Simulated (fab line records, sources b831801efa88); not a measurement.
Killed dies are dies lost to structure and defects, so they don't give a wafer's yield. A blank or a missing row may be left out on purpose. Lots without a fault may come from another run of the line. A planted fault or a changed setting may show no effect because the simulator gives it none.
Which tool did it? | flow sky130 | 13 lots, 39 wafers sampled, at 5 steps of a route of 708

WHAT THE GAUGES READ, wafer by wafer
SKY_VT_ADJUST_LVTN_OVL_MEAS_07. Usual: VT_ADJUST_LVTN_OVL -0.8 nm, standard deviation 1.4.
lot  | measured     | on         | VT_ADJUST_LVTN_OVL (nm) | flag
L151 | day 7 13:34  | overlay-01 | 0.2 0.4 -0.6            |
L153 | day 8 09:17  | overlay-02 | -1.8 -1.8 -3.6          |
L154 | day 8 10:26  | overlay-01 | -1.6 -3.8 -3.0          |
L159 | day 9 08:32  | overlay-01 | - - -                   | OFF
L160 | day 9 17:13  | overlay-02 | -3.3 -1.8 -3.9          |
L161 | day 10 02:10 | overlay-01 | 1.8 1.0 0.6             |
L163 | day 10 08:37 | overlay-02 | - - -                   | OFF
L165 | day 11 01:16 | overlay-02 | 0.1 -2.2 -0.9           |
L166 | day 11 09:19 | overlay-01 | -0.3 -3.1 -1.5          |
L167 | day 11 11:27 | overlay-02 | 0.3 0.7 0.4             |
L171 | day 13 02:44 | overlay-02 | -1.5 -0.6 -0.2          |
L172 | day 13 05:01 | overlay-02 | -2.5 -2.2 -0.6          |
L173 | day 13 06:29 | overlay-02 | 2.1 1.0 1.6             |

SKY_POLY_GATE_CD_MEAS_22. Usual: cd_nm 150.0 nm, standard deviation 1.5.
lot  | measured     | on        | cd_nm (nm)        | flag
L151 | day 17 06:49 | cd_sem-02 | 148.1 148.4 150.5 |
L153 | day 18 12:13 | cd_sem-02 | 152.0 150.2 150.3 |
L154 | day 18 20:58 | cd_sem-02 | 151.1 150.7 154.3 |
L159 | day 19 22:01 | cd_sem-02 | 150.4 150.4 148.5 |
L160 | day 20 09:26 | cd_sem-02 | 150.7 149.9 151.7 |
L161 | day 21 00:13 | cd_sem-01 | 148.3 148.3 147.8 |
L163 | day 21 07:50 | cd_sem-01 | 150.0 150.4 147.8 |
L165 | day 22 02:35 | cd_sem-02 | 150.1 150.9 151.4 |
L166 | day 22 10:58 | cd_sem-01 | 150.4 150.3 150.8 |
L167 | day 22 13:56 | cd_sem-01 | 150.9 151.4 148.9 |
L171 | day 24 11:35 | cd_sem-01 | 149.1 148.2 151.3 |
L172 | day 24 17:04 | cd_sem-02 | 147.4 149.9 148.2 |
L173 | day 24 19:37 | cd_sem-02 | 148.3 146.8 148.8 |

SKY_LI_CONTACT_BOW_MEAS_03. Usual: LI_CONTACT_BOW 54 um, standard deviation 6.9.
lot  | measured     | on            | LI_CONTACT_BOW (um) | flag
L151 | day 28 18:18 | film_metro-01 | 51 61 48            |
L153 | day 29 20:09 | film_metro-04 | 57 64 59            |
L154 | day 30 03:31 | film_metro-04 | 53 47 44            |
L159 | day 31 01:14 | film_metro-04 | 57 62 56            |
L160 | day 31 12:22 | film_metro-01 | 63 55 53            |
L161 | day 32 03:43 | film_metro-01 | 45 61 53            |
L163 | day 32 07:22 | film_metro-01 | 53 57 64            |
L165 | day 34 00:24 | film_metro-02 | 52 49 52            |
L166 | day 34 00:42 | film_metro-01 | 42 56 49            |
L167 | day 34 00:27 | film_metro-04 | 50 52 67            |
L171 | day 35 02:26 | film_metro-01 | 45 60 49            |
L172 | day 35 08:08 | film_metro-01 | 55 70 54            |
L173 | day 35 10:26 | film_metro-04 | 49 53 64            |

WHICH TOOL RAN EACH LOT (tool, then ch and the chambers of the sampled wafers, then the start)
lot  | SKY_VT_ADJUST_LVTN_DEVELOP_06     | SKY_LI_CONTACT_CMP_02
L151 | litho_track-02 ch 0, day 7 13:00  | cmp-02 ch 0,2, day 28 18:03
L153 | litho_track-01 ch 0, day 8 09:00  | cmp-01 ch 0,2,3, day 29 19:51
L154 | litho_track-01 ch 0, day 8 10:00  | cmp-01 ch 0,2,3, day 30 03:12
L159 | litho_track-04 ch 0, day 9 08:00  | cmp-02 ch 0,3, day 31 00:57
L160 | litho_track-02 ch 0, day 9 17:00  | cmp-01 ch 0,2,3, day 31 12:07
L161 | litho_track-02 ch 0, day 10 02:00 | cmp-01 ch 2,3, day 32 03:25
L163 | litho_track-04 ch 0, day 10 08:00 | cmp-01 ch 0,2,3, day 32 07:04
L165 | litho_track-02 ch 0, day 11 01:00 | cmp-01 ch 1,2,3, day 34 00:06
L166 | litho_track-02 ch 0, day 11 09:00 | cmp-01 ch 0,2,3, day 34 00:24
L167 | litho_track-01 ch 0, day 11 11:00 | cmp-02 ch 0,1, day 34 00:10
L171 | litho_track-01 ch 0, day 13 02:00 | cmp-01 ch 2,3, day 35 02:07
L172 | litho_track-02 ch 0, day 13 04:00 | cmp-01 ch 0,3, day 35 07:50
L173 | litho_track-01 ch 0, day 13 06:00 | cmp-01 ch 2,3, day 35 10:10
- SKY_VT_ADJUST_LVTN_DEVELOP_06: develop time 60 s.
- SKY_LI_CONTACT_CMP_02: polishes PSG.

WHAT THE TOOLS THEMSELVES READ (means of the sampled wafers that have a number; where no wafer has one, the mark that the record gives instead)
SKY_VT_ADJUST_LVTN_DEVELOP_06. Usual: chill_plate_temp_C 23.00 C, standard deviation 0.12.
lot  | tool           | chill_plate_temp_C (C) | flag
L151 | litho_track-02 | 22.93                  |
L153 | litho_track-01 | 23.11                  |
L154 | litho_track-01 | 23.00                  |
L159 | litho_track-04 | 23.07                  |
L160 | litho_track-02 | 23.02                  |
L161 | litho_track-02 | 23.01                  |
L163 | litho_track-04 | 23.13                  |
L165 | litho_track-02 | 22.84                  |
L166 | litho_track-02 | 23.09                  |
L167 | litho_track-01 | 22.97                  |
L171 | litho_track-01 | 22.90                  |
L172 | litho_track-02 | 23.00                  |
L173 | litho_track-01 | 23.06                  |

SKY_LI_CONTACT_CMP_02. Usual: motor_current_A 12.0 A, standard deviation 0.95; time_to_endpoint_s 33.2 s, standard deviation 2.3.
lot  | tool   | motor_current_A (A) | time_to_endpoint_s (s) | flag
L151 | cmp-02 | 11.7                | 31.4                   |
L153 | cmp-01 | 11.6                | 35.8                   |
L154 | cmp-01 | 11.8                | 32.9                   |
L159 | cmp-02 | 12.0                | 35.0                   |
L160 | cmp-01 | 11.7                | 34.1                   |
L161 | cmp-01 | 11.7                | 33.0                   |
L163 | cmp-01 | 11.7                | 30.5                   |
L165 | cmp-01 | 12.7                | 30.3                   |
L166 | cmp-01 | 11.4                | 33.2                   |
L167 | cmp-02 | 12.2                | 36.8                   |
L171 | cmp-01 | 11.5                | 31.3                   |
L172 | cmp-01 | 11.5                | 29.0                   |
L173 | cmp-01 | 12.3                | 29.6                   |

THE ANSWER, worked out from the rows above alone
Rule: a lot is off if the mean of its wafers that have a number lies more than 3 standard deviations from the usual mean. A lot without any number at a reading at which 4 lots or more have one is off too. The other lots that the step has rows for count as sound. The gauges are gone through in route order, then the tools' own readings, and for those a lot's mean is taken as printed above. The first step at which some lot is off is used, and at that step the reading that is off furthest; a lot without a number counts as furthest.
Off: L159, L163, at SKY_VT_ADJUST_LVTN_OVL_MEAS_07 (VT_ADJUST_LVTN_OVL). Without a number there: L159, L163.
A tool fits if, at a process step before that reading, it ran every lot that is off, and no sound lot after the first of them. The gauges at SKY_VT_ADJUST_LVTN_OVL_MEAS_07 are tried like those tools. One fits: litho_track-04 at SKY_VT_ADJUST_LVTN_DEVELOP_06. It ran no sound lot before its first lot that is off in this sample, so the start can't be narrowed down.

WHAT THE SIMULATOR HAD PUT IN
Process parameter drift: litho_track-04, from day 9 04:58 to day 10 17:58, at SKY_VT_ADJUST_LVTN_DEVELOP_06. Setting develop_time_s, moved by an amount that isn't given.
Lots struck among those shown: L159, L163. The rule above found the same.
